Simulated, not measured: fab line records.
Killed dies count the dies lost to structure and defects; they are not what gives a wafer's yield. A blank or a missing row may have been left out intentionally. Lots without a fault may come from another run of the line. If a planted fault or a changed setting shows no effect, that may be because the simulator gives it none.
Which tool was responsible? + flow gf180mcu + 14 lots, 42 wafers sampled, at 4 steps of a route of 602

WHAT EACH GAUGE READ, for each wafer
GF_PSD_OVL_MEAS_08.
| lot  | measured     | on         | PSD_OVL (nm)  |
|------|--------------|------------|---------------|
| L869 | day 14 16:17 | overlay-02 | 0.4 1.4 1.7   |
| L871 | day 15 01:41 | overlay-01 | 2.6 0.7 1.7   |
| L872 | day 15 16:29 | overlay-01 | -0.8 0.6 1.3  |
| L873 | day 15 22:53 | overlay-01 | -0.1 -0.2 1.1 |
| L875 | day 16 14:13 | overlay-01 | -0.7 1.8 1.5  |
| L876 | day 17 07:25 | overlay-02 | 1.1 1.7 0.8   |
| L880 | day 18 15:37 | overlay-02 | 0.6 0.6 0.2   |
| L883 | day 19 19:44 | overlay-02 | 2.2 1.9 2.0   |
| L884 | day 20 14:16 | overlay-02 | 0.5 -0.4 0.6  |
| L886 | day 21 01:11 | overlay-02 | -1.1 1.6 -1.2 |
| L887 | day 21 08:07 | overlay-01 | 0.8 0.3 1.9   |
| L889 | day 21 12:31 | overlay-01 | 0.2 0.0 1.0   |
| L888 | day 21 16:31 | overlay-01 | 0.9 0.4 1.2   |
| L890 | day 22 03:49 | overlay-01 | 0.1 0.3 -1.2  |

GF_PSD_TW_MEAS_11.
| lot  | measured     | on           | PSD_TW         |
|------|--------------|--------------|----------------|
| L869 | day 14 16:34 | filmMetro-04 | 3193 3186 3183 |
| L871 | day 15 01:58 | filmMetro-02 | 3138 3139 3138 |
| L872 | day 15 16:46 | filmMetro-04 | 3183 3195 3200 |
| L873 | day 15 23:11 | filmMetro-02 | 3162 3157 3138 |
| L875 | day 16 14:30 | filmMetro-04 | 3181 3179 3174 |
| L876 | day 17 07:43 | filmMetro-03 | 3175 3151 3173 |
| L880 | day 18 15:54 | filmMetro-04 | 3181 3186 3179 |
| L883 | day 19 20:01 | filmMetro-03 | 3151 3143 3144 |
| L884 | day 20 14:34 | filmMetro-02 | 3151 3173 3157 |
| L886 | day 21 01:29 | filmMetro-03 | 3163 3168 3159 |
| L887 | day 21 08:25 | filmMetro-04 | 3196 3179 3200 |
| L889 | day 21 12:49 | filmMetro-04 | 3180 3208 3206 |
| L888 | day 21 16:49 | filmMetro-03 | 3179 3160 3166 |
| L890 | day 22 04:06 | filmMetro-03 | 3163 3166 3172 |

GF_SAB_THK_MEAS_01.
| lot  | measured     | on           | SAB_CVD_00_THK (nm) |
|------|--------------|--------------|---------------------|
| L869 | day 14 17:02 | filmMetro-01 | 49.6 49.3 50.8      |
| L871 | day 15 02:26 | filmMetro-03 | 49.0 49.7 50.6      |
| L872 | day 15 17:13 | filmMetro-01 | 49.5 50.0 50.0      |
| L873 | day 15 23:38 | filmMetro-03 | 50.1 50.5 50.9      |
| L875 | day 16 14:57 | filmMetro-02 | 49.2 49.4 49.2      |
| L876 | day 17 08:10 | filmMetro-03 | 49.6 50.6 50.4      |
| L880 | day 18 16:22 | filmMetro-01 | 49.6 49.2 49.1      |
| L883 | day 19 20:29 | filmMetro-01 | 49.7 50.0 50.7      |
| L884 | day 20 15:01 | filmMetro-01 | 49.2 49.9 48.8      |
| L886 | day 21 01:56 | filmMetro-03 | 49.6 50.0 50.8      |
| L887 | day 21 08:55 | filmMetro-03 | 49.7 49.5 50.3      |
| L889 | day 21 13:19 | filmMetro-03 | 48.4 49.5 50.2      |
| L888 | day 21 17:16 | filmMetro-03 | 49.6 49.7 50.9      |
| L890 | day 22 04:33 | filmMetro-03 | 49.9 50.0 50.2      |

WHAT TOOL EACH LOT RAN ON (gives the tool, then ch and the chambers of the sampled wafers, and finally the start)
| lot  | GF_HV_LDD_IMPLANT_35            |
|------|---------------------------------|
| L869 | implanter-02 ch 0, day 12 00:05 |
| L871 | implanter-04 ch 0, day 12 08:44 |
| L872 | implanter-04 ch 0, day 12 23:01 |
| L873 | implanter-02 ch 0, day 13 04:04 |
| L875 | implanter-04 ch 0, day 13 17:43 |
| L876 | implanter-03 ch 0, day 14 08:32 |
| L880 | implanter-03 ch 0, day 15 15:49 |
| L883 | implanter-03 ch 0, day 16 16:47 |
| L884 | implanter-03 ch 0, day 17 07:54 |
| L886 | implanter-02 ch 0, day 17 21:24 |
| L887 | implanter-04 ch 0, day 18 03:11 |
| L889 | implanter-04 ch 0, day 18 07:51 |
| L888 | implanter-04 ch 0, day 18 11:37 |
| L890 | implanter-04 ch 0, day 19 01:07 |
- GF_HV_LDD_IMPLANT_35

AS READ BY THE TOOLS THEMSELVES (means over the sampled wafers that have a number; for cases with no such wafer, the mark the record gives instead)
GF_HV_LDD_IMPLANT_35.
| lot  | tool         | doseIonsCm2 | rotationDeg (degrees) |
|------|--------------|-------------|-----------------------|
| L869 | implanter-02 | 7.501e+12   | 180.00                |
| L871 | implanter-04 | 7.498e+12   | 179.99                |
| L872 | implanter-04 | 7.500e+12   | 179.97                |
| L873 | implanter-02 | 7.478e+12   | 179.99                |
| L875 | implanter-04 | 7.503e+12   | 180.00                |
| L876 | implanter-03 | 7.503e+12   | 180.01                |
| L880 | implanter-03 | 7.496e+12   | 180.02                |
| L883 | implanter-03 | 7.497e+12   | 258.00                |
| L884 | implanter-03 | 7.507e+12   | 258.01                |
| L886 | implanter-02 | 7.501e+12   | 179.98                |
| L887 | implanter-04 | 7.497e+12   | 179.98                |
| L889 | implanter-04 | 7.488e+12   | 180.00                |
| L888 | implanter-04 | 7.494e+12   | 179.96                |
| L890 | implanter-04 | 7.504e+12   | 180.02                |

THE ANSWER, worked out from the rows above alone
Rule: the lots themselves supply what counts as usual. Put in order of their means at a reading, lots are off if they are a third of the lots or fewer, leave a main group of 4 or more, and stand apart from it by a gap of 3 or more times the standard deviation of the main group's means; of several such gaps the widest counts. A main group is skipped when, at the precision printed for the reading in the tables above, its means are all equal. Also off: a lot with no number at a reading for which 4 or more lots have one. All remaining lots with rows at the step are treated as sound. Order of review: gauges by route order, followed by the tools' own readings, for which a lot's mean as printed above is used. At the first step where some lot is off, the reading lying furthest off is the one used; lots without a number count as furthest.
Off at GF_HV_LDD_IMPLANT_35 (rotationDeg): L883, L884. The main group: mean 179.99 degrees, standard deviation 0.018.
A tool fits if, at that step or a process step before it, it ran every lot that is off, and no sound lot after the first of them. One fits: implanter-03 at GF_HV_LDD_IMPLANT_35. A fault onset in the window from L880 (day 15 15:49, its last sound lot) to L883 (day 16 16:47, its first lot off) fits.
The tool's own readings at GF_HV_LDD_IMPLANT_35 bear it out: on the lots that are off they differ by more than 5 times the standard deviation of the sound lots' means. rotationDeg reads 258.00 degrees there against 179.99 degrees on the sound lots.

WHAT WAS PUT IN BY THE SIMULATOR
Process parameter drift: implanter-03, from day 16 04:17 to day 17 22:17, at GF_HV_LDD_IMPLANT_35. A move of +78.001 in setting rotationDeg, from 180. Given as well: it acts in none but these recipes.
Shown lots that were struck: L883, L884. The rule above found the same.
